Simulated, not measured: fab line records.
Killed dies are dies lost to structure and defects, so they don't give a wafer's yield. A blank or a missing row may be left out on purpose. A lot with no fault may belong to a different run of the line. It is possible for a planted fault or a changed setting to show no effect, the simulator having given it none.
Which tool is to blame? + flow sfq line + Sampling: 13 lots, 39 wafers, 6 of 325 route steps

## WHAT EACH GAUGE READ, for each wafer
The record lacks any reading of a measuring or inspecting step that a usual standard deviation could be used to judge.

## EACH LOT AND THE TOOL THAT RAN IT (in order: tool; ch and the chambers of the sampled wafers; start)
| lot  | SFQ_TRILAYER_L0_VIA_BARC_OPEN_VIA_ETCH_021 | SFQ_TRILAYER_L0_VIA_STRIP_STRIP_017 | SFQ_TRILAYER_I0_VIA_STRIP_STRIP_035 | SFQ_TRILAYER_I1_CMP_CMP_046   | SFQ_TRILAYER_I1_METRO_MEASURE_047 | SFQ_TRILAYER_I1_VIA_ETCH_VIA_ETCH_052 |
|------|--------------------------------------------|-------------------------------------|-------------------------------------|-------------------------------|-----------------------------------|---------------------------------------|
| L887 | rie diel-03 ch 0,2,3, day 7 22:16          | rie metal-02 ch 0,1, day 7 22:32    | rie metal-04 ch 0,1, day 17 09:36   | cmp-02 ch 0,1, day 23 15:07   | film metro-04, day 23 18:50       | rie diel-02 ch 0,1, day 24 03:58      |
| L888 | rie diel-01 ch 0,2, day 8 04:15            | rie metal-01 ch 0,1, day 8 04:32    | rie metal-01 ch 0,1, day 17 15:36   | cmp-02 ch 0,1, day 23 21:37   | film metro-01, day 24 00:38       | rie diel-01 ch 1,2,3, day 24 08:46    |
| L889 | rie diel-02 ch 0,1,2, day 8 17:43          | rie metal-01 ch 0, day 8 18:11      | rie metal-01 ch 1, day 18 21:55     | cmp-02 ch 0,2,3, day 24 15:07 | film metro-03, day 24 18:38       | rie diel-01 ch 0,3, day 25 09:37      |
| L892 | rie diel-01 ch 1,2, day 9 17:27            | rie metal-02 ch 0,1, day 9 17:32    | rie metal-03 ch 0,1, day 19 17:51   | cmp-02 ch 2,3, day 25 16:37   | film metro-01, day 25 19:26       | rie diel-01 ch 0,2, day 26 02:25      |
| L893 | rie diel-01 ch 2,3, day 9 23:50            | rie metal-02 ch 0,1, day 9 23:55    | rie metal-01 ch 0,1, day 20 04:23   | cmp-01 ch 1,3, day 26 11:42   | film metro-04, day 26 14:19       | rie diel-01 ch 1,3, day 26 23:44      |
| L895 | rie diel-03 ch 0,2,3, day 10 11:50         | rie metal-02 ch 0,1, day 10 11:55   | rie metal-01 ch 0,1, day 20 23:08   | cmp-01 ch 0,1,3, day 27 17:12 | film metro-01, day 27 20:31       | rie diel-04 ch 0,2,3, day 28 02:26    |
| L896 | rie diel-01 ch 1,2,3, day 10 20:14         | rie metal-04 ch 1, day 10 20:19     | rie metal-03 ch 1, day 21 11:08     | cmp-02 ch 0,2,3, day 27 23:23 | film metro-01, day 28 02:00       | rie diel-02 ch 0,1,3, day 28 06:24    |
| L899 | rie diel-02 ch 1,2, day 11 15:34           | rie metal-02 ch 0,1, day 11 15:51   | rie metal-03 ch 0,1, day 22 05:20   | cmp-02 ch 0,1,2, day 28 10:53 | film metro-03, day 28 14:24       | rie diel-04 ch 0,2, day 28 22:34      |
| L901 | rie diel-02 ch 1,2, day 12 09:38           | rie metal-04 ch 1, day 12 09:43     | rie metal-01 ch 1, day 23 05:08     | cmp-01 ch 0,1,2, day 29 05:12 | film metro-01, day 29 08:19       | rie diel-01 ch 0,2,3, day 29 11:50    |
| L904 | rie diel-03 ch 0,3, day 13 07:10           | rie metal-02 ch 0, day 13 07:15     | rie metal-01 ch 0,1, day 24 03:56   | cmp-01 ch 1,2, day 30 00:26   | film metro-01, day 30 03:34       | rie diel-04 ch 0,1,3, day 30 07:05    |
| L907 | rie diel-02 ch 1,2,3, day 14 05:46         | rie metal-04 ch 0,1, day 14 05:52   | rie metal-03 ch 1, day 25 04:50     | cmp-02 ch 0,2,3, day 30 19:53 | film metro-03, day 30 22:43       | rie diel-04 ch 1,2,3, day 37 04:27    |
| L909 | rie diel-02 ch 2,3, day 14 16:34           | rie metal-01 ch 0,1, day 14 16:52   | rie metal-03 ch 0,1, day 26 03:50   | cmp-01 ch 0,1,2, day 31 22:08 | film metro-03, day 32 00:39       | rie diel-01 ch 2,3, day 37 23:56      |
| L910 | rie diel-02 ch 0,1,2, day 14 22:57         | rie metal-02 ch 0,1, day 14 23:02   | rie metal-04 ch 0,1, day 26 21:38   | cmp-01 ch 0,2,3, day 32 15:25 | film metro-04, day 32 18:44       | rie diel-01 ch 0,3, day 38 19:57      |
- SFQ_TRILAYER_L0_VIA_BARC_OPEN_VIA_ETCH_021: etches BARC in O2, target depth 125 nm, time 41.7 s.
- SFQ_TRILAYER_L0_VIA_STRIP_STRIP_017: strips in O2.
- SFQ_TRILAYER_I0_VIA_STRIP_STRIP_035: strips in O2.
- SFQ_TRILAYER_I1_CMP_CMP_046: polishes SiO2.
- SFQ_TRILAYER_I1_METRO_MEASURE_047
- SFQ_TRILAYER_I1_VIA_ETCH_VIA_ETCH_052: etches SiO2 in CHF3, stops on Nb, target depth 260 nm.

## AS READ BY THE TOOLS THEMSELVES (means over the sampled wafers that have a number; for cases with no such wafer, the mark the record gives instead)
SFQ_TRILAYER_L0_VIA_BARC_OPEN_VIA_ETCH_021.
| lot  | tool        | drypump motor current A (A) | oes product au (a.u.) |
|------|-------------|-----------------------------|-----------------------|
| L887 | rie diel-03 | 5.7                         | 0.685                 |
| L888 | rie diel-01 | 5.0                         | 0.687                 |
| L889 | rie diel-02 | 5.9                         | 0.682                 |
| L892 | rie diel-01 | 5.8                         | 0.684                 |
| L893 | rie diel-01 | 5.0                         | 0.688                 |
| L895 | rie diel-03 | 5.7                         | 0.683                 |
| L896 | rie diel-01 | 5.4                         | 0.687                 |
| L899 | rie diel-02 | 6.1                         | 0.685                 |
| L901 | rie diel-02 | 6.1                         | 0.683                 |
| L904 | rie diel-03 | 5.6                         | 0.686                 |
| L907 | rie diel-02 | 5.8                         | 0.687                 |
| L909 | rie diel-02 | 5.5                         | 0.688                 |
| L910 | rie diel-02 | 5.9                         | 0.687                 |

SFQ_TRILAYER_L0_VIA_STRIP_STRIP_017.
| lot  | tool         | drypump motor current A (A) | oes product au (a.u.) |
|------|--------------|-----------------------------|-----------------------|
| L887 | rie metal-02 | 6.3                         | 0.991                 |
| L888 | rie metal-01 | 5.7                         | 0.989                 |
| L889 | rie metal-01 | 5.7                         | 0.998                 |
| L892 | rie metal-02 | 6.3                         | 1.000                 |
| L893 | rie metal-02 | 6.3                         | 1.003                 |
| L895 | rie metal-02 | 6.3                         | 1.005                 |
| L896 | rie metal-04 | 5.8                         | 1.008                 |
| L899 | rie metal-02 | 6.3                         | 1.003                 |
| L901 | rie metal-04 | 5.8                         | 1.011                 |
| L904 | rie metal-02 | 6.4                         | 1.005                 |
| L907 | rie metal-04 | 5.6                         | 1.013                 |
| L909 | rie metal-01 | 5.8                         | 1.002                 |
| L910 | rie metal-02 | 6.3                         | 1.002                 |

SFQ_TRILAYER_I0_VIA_STRIP_STRIP_035.
| lot  | tool         | drypump motor current A (A) | oes product au (a.u.) |
|------|--------------|-----------------------------|-----------------------|
| L887 | rie metal-04 | 5.45                        | 1.000                 |
| L888 | rie metal-01 | 5.74                        | 0.998                 |
| L889 | rie metal-01 | 5.79                        | 0.989                 |
| L892 | rie metal-03 | 6.12                        | 0.999                 |
| L893 | rie metal-01 | 5.77                        | 0.993                 |
| L895 | rie metal-01 | 5.74                        | 0.998                 |
| L896 | rie metal-03 | 6.33                        | 0.987                 |
| L899 | rie metal-03 | 6.13                        | 0.996                 |
| L901 | rie metal-01 | 5.80                        | 1.004                 |
| L904 | rie metal-01 | 5.74                        | 0.993                 |
| L907 | rie metal-03 | 6.33                        | 1.003                 |
| L909 | rie metal-03 | 5.92                        | 0.993                 |
| L910 | rie metal-04 | 5.63                        | 1.003                 |

SFQ_TRILAYER_I1_CMP_CMP_046.
| lot  | tool   | motor current A (A) | time to endpoint s (s) |
|------|--------|---------------------|------------------------|
| L887 | cmp-02 | 10.5                | 213                    |
| L888 | cmp-02 | 10.8                | 207                    |
| L889 | cmp-02 | 9.4                 | 221                    |
| L892 | cmp-02 | 8.0                 | 225                    |
| L893 | cmp-01 | 10.4                | 214                    |
| L895 | cmp-01 | 9.7                 | 216                    |
| L896 | cmp-02 | 9.5                 | 211                    |
| L899 | cmp-02 | 10.8                | 213                    |
| L901 | cmp-01 | 10.6                | 209                    |
| L904 | cmp-01 | 11.1                | 211                    |
| L907 | cmp-02 | 9.8                 | 234                    |
| L909 | cmp-01 | 10.0                | 213                    |
| L910 | cmp-01 | 10.5                | 216                    |

SFQ_TRILAYER_I1_METRO_MEASURE_047.
| lot  | tool          | thk nm (nm) |
|------|---------------|-------------|
| L887 | film metro-04 | 199.3       |
| L888 | film metro-01 | 198.9       |
| L889 | film metro-03 | 200.5       |
| L892 | film metro-01 | 200.8       |
| L893 | film metro-04 | 200.3       |
| L895 | film metro-01 | 200.8       |
| L896 | film metro-01 | 200.2       |
| L899 | film metro-03 | 200.2       |
| L901 | film metro-01 | 199.7       |
| L904 | film metro-01 | 199.7       |
| L907 | film metro-03 | 233.6       |
| L909 | film metro-03 | 200.4       |
| L910 | film metro-04 | 201.0       |

SFQ_TRILAYER_I1_VIA_ETCH_VIA_ETCH_052.
| lot  | tool        | drypump motor current A (A) | oes product au (a.u.) |
|------|-------------|-----------------------------|-----------------------|
| L887 | rie diel-02 | 6.2                         | 0.851                 |
| L888 | rie diel-01 | 5.4                         | 0.855                 |
| L889 | rie diel-01 | 4.8                         | 0.862                 |
| L892 | rie diel-01 | 5.0                         | 0.854                 |
| L893 | rie diel-01 | 5.2                         | 0.857                 |
| L895 | rie diel-04 | 6.1                         | 0.859                 |
| L896 | rie diel-02 | 5.9                         | 0.859                 |
| L899 | rie diel-04 | 5.7                         | 0.851                 |
| L901 | rie diel-01 | 5.0                         | 0.853                 |
| L904 | rie diel-04 | 5.9                         | 0.853                 |
| L907 | rie diel-04 | 5.7                         | 0.900                 |
| L909 | rie diel-01 | 5.0                         | 0.854                 |
| L910 | rie diel-01 | 4.8                         | 0.860                 |

## THE ANSWER, worked out from the rows above alone
Rule: what is usual is taken from the lots themselves. Put in order of their means at a reading, lots are off if they are a third of the lots or fewer, leave a main group of 4 or more, and stand apart from it by a gap of 3 or more times the standard deviation of the main group's means; of several such gaps the widest counts. A main group is skipped when, at the precision printed for the reading in the tables above, its means are all equal. Also off: a lot with no number at a reading for which 4 or more lots have one. The other lots that the step has rows for count as sound. After the gauges, taken in route order, come the tools' own readings; for these a lot's mean is taken, as printed above. At the first step where some lot is off, the reading lying furthest off is the one used; lots without a number count as furthest.
Off, at SFQ_TRILAYER_I1_METRO_MEASURE_047 on thk nm: L907. Mean 200.2 nm and standard deviation 0.61 in the main group.
A tool fits if, at that step or a process step before it, it ran every lot that is off, and no sound lot after the first of them. This does not decide it: 2 tools fit, namely rie metal-04 at SFQ_TRILAYER_L0_VIA_STRIP_STRIP_017 and cmp-02 at SFQ_TRILAYER_I1_CMP_CMP_046.

## WHAT THE SIMULATOR HAD INSERTED
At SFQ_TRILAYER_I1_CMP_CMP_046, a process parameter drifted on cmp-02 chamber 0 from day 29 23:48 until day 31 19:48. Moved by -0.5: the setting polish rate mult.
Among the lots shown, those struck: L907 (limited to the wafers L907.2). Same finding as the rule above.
